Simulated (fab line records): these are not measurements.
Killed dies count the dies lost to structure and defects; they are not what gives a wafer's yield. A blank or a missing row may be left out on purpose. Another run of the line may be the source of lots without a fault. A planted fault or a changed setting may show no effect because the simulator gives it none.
A struck lot beside a sound one / flow sky130 / 31 steps out of a route of 708
Sound: these wafers, L863.1, L863.4, L863.6. Struck: wafer L850.3; the same lot's L850.1 was not struck, so it is left out; see the end for the cause.
Order at every step that has rows: each side's tool, ch and its chambers, its first start. Under that, the readings that differ: sound wafers / struck wafers / difference of the means / sigmas: that difference in standard deviations of wafers without a fault.
alike: readings whose means differ by less than 2 such deviations, and words and numbers that are the same on both sides. not compared: withheld readings, readings that some wafer has no value for, bounds like >300 that may hide the same value, and numbers for which the record gives no deviation and whose values overlap.
Wherever a step has rows on one side only, a row that says differs or no value, or a row with sigmas, the two part there. When numbers do not overlap yet have no deviation, they are printed without sigmas and do not part them. A reading that every wafer of one side lacks parts them only if that side has two wafers or more.

SKY_LI_CONTACT_OVL_MEAS_13:
  struck on overlay-02, day 32 06:35; sound on overlay-02, day 36 10:38
reading=LI_CONTACT_OVL (nm); sound=-4 -3 -1; struck=-15; difference=-12; sigmas=-3
SKY_LI_CONTACT_ETCH_14: etches BARC in N2/H2, stops on SiO2, time 45.9 s, target depth 60 nm.
  sound on rie diel-02 ch 2,3, day 36 10:40; struck on rie diel-02 ch 0, day 32 06:38
  alike: drypump motor current A, oes product au, throttle valve pct
  not compared: rf hours counter h
then, 5 steps without rows for these wafers: SKY_LI_CONTACT_ETCH_15 (etches PSG in C4F8/O2/Ar, stops on Si, target depth 600 nm); SKY_LI_CONTACT_STRIP_16 (strips in O2/N2); SKY_LI_CONTACT_CLEAN_17 (cleans in NMP, time 600 s); SKY_LI_CONTACT_PRE_CLEAN_18 (time 5.6 s); SKY_LI_CONTACT_SPUTTER_19 (material Ti, target thk 20 nm, time 106.37 s).
SKY_LI_CONTACT_SPUTTER_20: material TiN, target thk 20 nm, time 80 s.
  struck on pvd sputter-04, day 32 07:08; sound on pvd sputter-02, day 36 11:10
  alike: throttle valve pct
then, 1 step without rows for these wafers: SKY_LI_CONTACT_CVD_21 (deposits W, target thk 400 nm, time 120.56 s).
SKY_LI_CONTACT_RS_MEAS_22: measurement is done with a four-point probe.
  struck on film metro-01, day 32 07:19; sound on film metro-01, day 36 11:22
reading=LI_CONTACT_W_RS (ohm/sq); sound=0.291 0.285 0.289; struck=0.273; difference=-0.015; sigmas=-3
SKY_LI_CONTACT_THK_MEAS_23: measures by xrf.
  struck on film metro-01, day 32 07:26; sound on film metro-01, day 36 11:29
reading=LI_CONTACT_W_THK (nm); sound=395 403 393; struck=425; difference=+28; sigmas=+4
SKY_LI_CONTACT_CMP_24: polishes, stops on PSG, t overpolish 20 s, target thk 0 nm.
  sound on cmp-02 ch 0,1,2, day 36 11:38; struck on cmp-01 ch 1, day 32 07:29
reading=motor current A (A); sound=9.3 10.5 8.5; struck=11.8; difference=+2.4; sigmas=+3
reading=slurry flow ml min; sound=150.4 149.5 150.3; struck=148.9; difference=-1.2; sigmas=-2
  alike: overpolish run s, time to endpoint s
SKY_LOCAL_INTERCONNECT_SPUTTER_00: material TiN, target thk 100 nm, time 83.3 s.
  struck on pvd sputter-03, day 32 07:47; sound on pvd sputter-04, day 36 11:50
reading=model.TiN_of_LOCAL_INTERCONNECT_SPUTTER_00.thk nm (nm); sound=101.4 100.7 101.2; struck=102.9; difference=+1.8; sigmas=
  alike: throttle valve pct
SKY_LOCAL_INTERCONNECT_RS_MEAS_01: measurement is done with a four-point probe.
  struck on film metro-03, day 32 07:52; sound on film metro-03, day 36 11:54
reading=LOCAL_INTERCONNECT_TIN_RS (ohm/sq); sound=13.94 14.10 13.98; struck=13.73; difference=-0.28; sigmas=-2
SKY_LOCAL_INTERCONNECT_THK_MEAS_02: measures by xrf.
  struck on film metro-03, day 32 07:59; sound on film metro-03, day 36 12:01
  alike: LOCAL_INTERCONNECT_TIN_THK
then, 8 steps without rows for these wafers: SKY_LOCAL_INTERCONNECT_DEHYDRATE_03 (time 60 s); SKY_LOCAL_INTERCONNECT_HMDS_04 (prime time 60 s); SKY_LOCAL_INTERCONNECT_COAT_05 (resist thk 60 nm); SKY_LOCAL_INTERCONNECT_COAT_06 (resist thk 450 nm); SKY_LOCAL_INTERCONNECT_SOFTBAKE_07 (time 90 s); SKY_LOCAL_INTERCONNECT_EXPOSE_08 (exposes mask LI1M, target cd 170 nm); SKY_LOCAL_INTERCONNECT_PEB_09; SKY_LOCAL_INTERCONNECT_DEVELOP_10 (develop time 60 s).
SKY_LOCAL_INTERCONNECT_CD_MEAS_11: target cd 170 nm.
  struck on cd sem-01, day 33 09:58; sound on cd sem-01, day 37 13:34
  alike: cd nm
SKY_LOCAL_INTERCONNECT_OVL_MEAS_12:
  struck on overlay-01, day 33 10:05; sound on overlay-02, day 37 13:41
  alike: LOCAL_INTERCONNECT_OVL
SKY_LOCAL_INTERCONNECT_ETCH_13: etches BARC in N2/H2, stops on SiO2, time 45.9 s, target depth 60 nm.
  sound on rie metal-01 ch 0,1, day 37 13:43; struck on rie metal-02 ch 0, day 33 10:07
  alike: drypump motor current A, oes product au, throttle valve pct
  not compared: rf hours counter h
SKY_LOCAL_INTERCONNECT_METAL_ETCH_14: etches TiN in Cl2/BCl3, stops on PSG, target depth 110 nm, time 31.4 s.
  sound on rie metal-01 ch 0,1, day 37 13:47; struck on rie metal-02 ch 0, day 33 10:11
reading=oes product au (a.u.); sound=0.949 0.940 0.947; struck=0.960; difference=+0.015; sigmas=+2
reading=model.LOCAL_INTERCONNECT.feature depth nm (nm); sound=101.4 100.7 101.2; struck=102.9; difference=+1.8; sigmas=
reading=model.etch.depth nm (nm); sound=101.4 100.7 101.2; struck=102.9; difference=+1.8; sigmas=
  alike: drypump motor current A, throttle valve pct
  not compared: rf hours counter h
SKY_LOCAL_INTERCONNECT_STRIP_15: strips in O2/N2.
  sound on plasma asher-02 ch 0,1, day 37 13:50; struck on plasma asher-02 ch 1, day 33 10:14
  alike: drypump motor current A, oes product au, strip time to endpoint s
  not compared: rf hours counter h
SKY_LOCAL_INTERCONNECT_STRIP_16: strips in post etch residue remover, time 1200 s.
  sound on wet bench-03 ch 1, day 37 13:56; struck on wet bench-04 ch 0, day 33 10:20
reading=model.TiN_of_LOCAL_INTERCONNECT_SPUTTER_00.thk nm (nm); sound=101 100.3 100.8; struck=102.5; difference=+1.8; sigmas=
  alike: temp c
then, 1 step without rows for these wafers: SKY_LOCAL_INTERCONNECT_CLEAN_17 (cleans in IPA, time 180 s).
-- a jump in the record: the struck wafers' starts before and after are 15 days apart (it breaks off in module LOCAL_INTERCONNECT and resumes in module PAD_OPEN, where the first step shown is number 708 of the route) --
SKY_PAD_OPEN_PROBE_99:
  struck on prober-01, day 48 04:36; sound on prober-01, day 51 01:11
reading=killed_at_M0_to_M3; sound=25 38 34; struck=59; difference=+27; sigmas=+4
reading=killed_at_M4_up; sound=4 4 7; struck=1; difference=-4; sigmas=-2
reading=killed dies; sound=66 68 85; struck=100; difference=+27; sigmas=+3
reading=killed short; sound=26 36 34; struck=52; difference=+20; sigmas=+3
reading=model.etest.res li.line ohm um; sound=74.02 74.19 74.04; struck=72.29; difference=-1.79; sigmas=
reading=model.etest.res li.rs ohm sq; sound=12.59 12.66 12.64; struck=12.38; difference=-0.25; sigmas=
  alike: killed at contacts, killed at front end, killed at other, killed open

WHERE THEY PART
At SKY_LI_CONTACT_OVL_MEAS_13 first; at SKY_PAD_OPEN_PROBE_99 last (within this record only).

WHY: whatever the simulator had introduced
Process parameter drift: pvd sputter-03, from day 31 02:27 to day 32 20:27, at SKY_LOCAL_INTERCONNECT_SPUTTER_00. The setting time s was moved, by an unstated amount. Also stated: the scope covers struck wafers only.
